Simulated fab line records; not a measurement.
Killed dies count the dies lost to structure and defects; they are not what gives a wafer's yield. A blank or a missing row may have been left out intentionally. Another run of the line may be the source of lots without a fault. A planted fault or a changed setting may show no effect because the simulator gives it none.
A struck lot beside a sound one | flow sky130 | 33 steps out of a route of 708
Sound: wafers L415.1, L415.4, L415.6. Struck: wafer L417.1 (left out: L417.6, a lot-mate that was not struck); the cause follows at the end.
For every step that has rows: the tool of each side, followed by ch and its chambers, followed by its first start. Under that, the readings that differ: sound wafers | struck wafers | difference of the means | sigmas: that difference in standard deviations of wafers without a fault.
alike: readings whose means differ by less than 2 such deviations, and words and numbers that are the same on both sides. not compared: withheld readings, readings that some wafer has no value for, bounds like >300 that may hide the same value, and numbers for which the record gives no deviation and whose values overlap.
A row with sigmas, a row that says differs or no value, or rows on one side alone: a step with any of these is where the two part. When numbers do not overlap yet have no deviation, they are printed without sigmas and do not part them. A reading that every wafer of one side lacks parts them only if that side has two wafers or more.

first, 4 steps without rows for these wafers: SKY_LOCAL_INTERCONNECT_SOFTBAKE_07 (time 90 s); SKY_LOCAL_INTERCONNECT_EXPOSE_08 (exposes mask LI1M, target cd 170 nm); SKY_LOCAL_INTERCONNECT_PEB_09; SKY_LOCAL_INTERCONNECT_DEVELOP_10 (develop time 60 s).
SKY_LOCAL_INTERCONNECT_CD_MEAS_11 targets a cd of 170 nm.
  sound on cd-sem-02, day 33 07:56; struck on cd-sem-02, day 33 21:36
  alike: cd-nm
SKY_LOCAL_INTERCONNECT_OVL_MEAS_12:
  sound on overlay-02, day 33 08:03; struck on overlay-02, day 33 21:43
  alike: LOCAL_INTERCONNECT_OVL
then, 1 step without rows for these wafers: SKY_LOCAL_INTERCONNECT_ETCH_13 (etches BARC in N2/H2, stops on SiO2, time 45.9 s, target depth 60 nm).
SKY_LOCAL_INTERCONNECT_METAL_ETCH_14: etches TiN in Cl2/BCl3, stops on PSG, target depth 110 nm, time 31.4 s.
  sound on rie-metal-03 ch 0, day 33 08:09; struck on rie-metal-03 ch 0, day 33 21:49
  reading                | sound                | struck | difference | sigmas
  oes-product-au (a.u.)  | 0.941 0.941 0.955    | 0.929  | -0.017     | -2
  throttle-valve-pct (%) | 21.905 21.892 21.892 | 21.919 | +0.023     | +2
  alike: chamber-pressure-mTorr, drypump-motor-current-A
  not compared: rf-hours-counter-h
SKY_LOCAL_INTERCONNECT_STRIP_15: strips in O2/N2.
  sound on plasma-asher-02 ch 0,1, day 33 08:12; struck on plasma-asher-04 ch 1, day 33 21:52
  alike: chamber-pressure-mTorr, drypump-motor-current-A, oes-product-au, strip-time-to-endpoint-s
  not compared: rf-hours-counter-h
then, 3 steps without rows for these wafers: SKY_LOCAL_INTERCONNECT_STRIP_16 (strips in post etch residue remover, time 1200 s); SKY_LOCAL_INTERCONNECT_CLEAN_17 (cleans in IPA, time 180 s); SKY_LOCAL_INTERCONNECT_CLEAN_18 (cleans in O3/DIW).
SKY_CONTACT_CVD_00: deposits Si3N4, target thk 75 nm.
  sound on pecvd-03 ch 0,1,2, day 33 08:47; struck on pecvd-03 ch 1, day 33 22:28
  reading                                   | sound             | struck | difference | sigmas
  model.Si3N4_of_CONTACT_CVD_00.thk-nm (nm) | 74.13 75.34 75.09 | 105.5  | +30.6      |
  alike: heater-power-w
SKY_CONTACT_THK_MEAS_01:
  sound on film-metro-01, day 33 08:50; struck on film-metro-02, day 33 22:30
  reading                 | sound          | struck | difference | sigmas
  CONTACT_CVD_00_THK (nm) | 74.1 75.3 75.1 | 105.5  | +30.7      | +34
then, 1 step without rows for these wafers: SKY_CONTACT_HDPCVD_02 (deposits SiO2, target thk 565 nm, time 94.2 s).
SKY_CONTACT_THK_MEAS_03:
  sound on film-metro-01, day 33 08:58; struck on film-metro-01, day 33 22:38
  alike: CONTACT_HDPCVD_THK
then, 1 step without rows for these wafers: SKY_CONTACT_CMP_04 (polishes SiO2).
SKY_CONTACT_BOW_MEAS_05:
  sound on film-metro-01, day 33 09:19; struck on film-metro-02, day 33 22:59
  alike: CONTACT_BOW
then, 8 steps without rows for these wafers: SKY_CONTACT_DEHYDRATE_06 (time 60 s); SKY_CONTACT_HMDS_07 (prime time 60 s); SKY_CONTACT_COAT_08 (resist thk 60 nm); SKY_CONTACT_COAT_09 (resist thk 450 nm); SKY_CONTACT_SOFTBAKE_10 (time 90 s); SKY_CONTACT_EXPOSE_11 (exposes mask CTM1, target cd 170 nm); SKY_CONTACT_PEB_12; SKY_CONTACT_DEVELOP_13 (develop time 60 s).
SKY_CONTACT_CD_MEAS_14 targets a cd of 170 nm.
  sound on cd-sem-02, day 34 11:10; struck on cd-sem-02, day 35 01:33
  alike: cd-nm
SKY_CONTACT_OVL_MEAS_15:
  sound on overlay-02, day 34 11:17; struck on overlay-01, day 35 01:40
  alike: CONTACT_OVL
SKY_CONTACT_ETCH_16: etches BARC in N2/H2, stops on SiO2, time 45.9 s, target depth 60 nm.
  sound on rie-diel-03 ch 0,1,3, day 34 11:20; struck on rie-diel-01 ch 0, day 35 01:43
  alike: chamber-pressure-mTorr, drypump-motor-current-A, oes-product-au, throttle-valve-pct
  not compared: rf-hours-counter-h
SKY_CONTACT_ETCH_17: etches SiO2 in C4F8/O2/Ar, stops on Si3N4, target depth 340 nm.
  sound on rie-diel-03 ch 0,1,3, day 34 11:22; struck on rie-diel-01 ch 0, day 35 01:45
  alike: chamber-pressure-mTorr, oes-product-au
SKY_CONTACT_ETCH_18: etches Si3N4 in CHF3/O2, stops on TiN, time 39 s, target depth 75 nm.
  sound on rie-diel-03 ch 0,1,3; struck on rie-diel-01 ch 0
  reading                  | sound             | struck | difference | sigmas
  oes-product-au (a.u.)    | 0.852 0.861 0.855 | 0.985  | +0.129     | +17
  throttle-valve-pct (%)   | 8.800 8.787 8.786 | 8.829  | +0.038     | +4
  model.etch.depth-nm (nm) | 74.13 75.34 75.09 | 95.62  | +20.77     |
  alike: chamber-pressure-mTorr, drypump-motor-current-A
  not compared: rf-hours-counter-h
SKY_CONTACT_STRIP_19: strips in O2/N2.
  sound on plasma-asher-03 ch 0,1, day 34 11:28; struck on plasma-asher-03 ch 1, day 35 01:50
  reading                      | sound             | struck | difference | sigmas
  strip-time-to-endpoint-s (s) | 3.587 3.611 3.605 | 3.692  | +0.091     | +4
  alike: chamber-pressure-mTorr, drypump-motor-current-A, oes-product-au
  not compared: rf-hours-counter-h
-- the record jumps here: 13 days lie between the struck wafers' starts before and after (it left off in module CONTACT and takes up again in module PAD_OPEN, whose first step shown is number 708 of the route) --
SKY_PAD_OPEN_PROBE_99:
  only the struck wafers here have rows in the record (prober-02, day 48 08:28); the sound ones have none

WHERE THEY PART
Earliest at SKY_LOCAL_INTERCONNECT_METAL_ETCH_14; latest, in this record, at SKY_PAD_OPEN_PROBE_99.

WHY: the cause the simulator had injected
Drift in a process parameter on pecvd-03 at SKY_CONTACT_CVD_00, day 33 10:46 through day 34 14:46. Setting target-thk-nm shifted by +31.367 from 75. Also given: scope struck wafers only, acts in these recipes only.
